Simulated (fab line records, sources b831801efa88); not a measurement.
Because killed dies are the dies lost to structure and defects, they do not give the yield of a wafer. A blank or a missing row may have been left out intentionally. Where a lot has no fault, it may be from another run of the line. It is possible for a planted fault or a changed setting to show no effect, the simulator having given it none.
Chamber matching -- flow sky130 -- SKY_METAL3_ETCH_17 on rie diel-04: 4 sister chambers
The step etches SiO2 in C4F8/O2/Ar, stops on TiN, time 3.9 s, target depth 15 nm. 4 wafers are shown with their chamber, then 11 later ones without.

== WAFERS PAIRED WITH THEIR CHAMBERS ==
wafer,chamber,oes product au (a.u.)
L088.3,0,0.751
L089.2,1,0.744
L089.5,2,0.760
L091.2,3,0.754

== WAFERS MISSING THEIR CHAMBER ==
wafer,oes product au (a.u.)
L091.3,0.759
L091.6,0.762
L094.1,0.766
L094.5,0.759
L094.6,0.767
L096.3,0.745
L096.4,0.745
L096.6,0.762
L097.2,0.759
L097.3,0.770
L097.5,0.755

== THE CHAMBER EACH PASSED THROUGH ==
wafer,from the rows above,in truth
L091.3,can't be placed: 2 or 3 or 0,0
L091.6,can't be placed: 2 or 3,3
L094.1,can't be placed: 2 or 3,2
L094.5,can't be placed: 2 or 3 or 0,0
L094.6,can't be placed: 2 or 3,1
L096.3,can't be placed: 1 or 0 or 3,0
L096.4,can't be placed: 1 or 0 or 3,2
L096.6,can't be placed: 2 or 3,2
L097.2,can't be placed: 2 or 3 or 0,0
L097.3,can't be placed: 2 or 3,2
L097.5,can't be placed: 3 or 0 or 2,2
Correctly placed: 0 of 11. Cannot be placed on the basis of these rows: 11; the candidates contain the true chamber in 9. Placed wrongly: 0.
How it was worked out, from the rows above alone: a wafer's distance from a chamber is the root of the sum, over the readings, of the square of ((its reading less the chamber's mean) divided by the reading's scatter). The wafer belongs to the nearest chamber; if the next one is less than 2 further off, it can't be placed. Each chamber's mean is taken over the wafers shown for it. The scatter: root of mean squared gap, hidden wafer to nearest shown wafer, with one shown wafer a chamber.
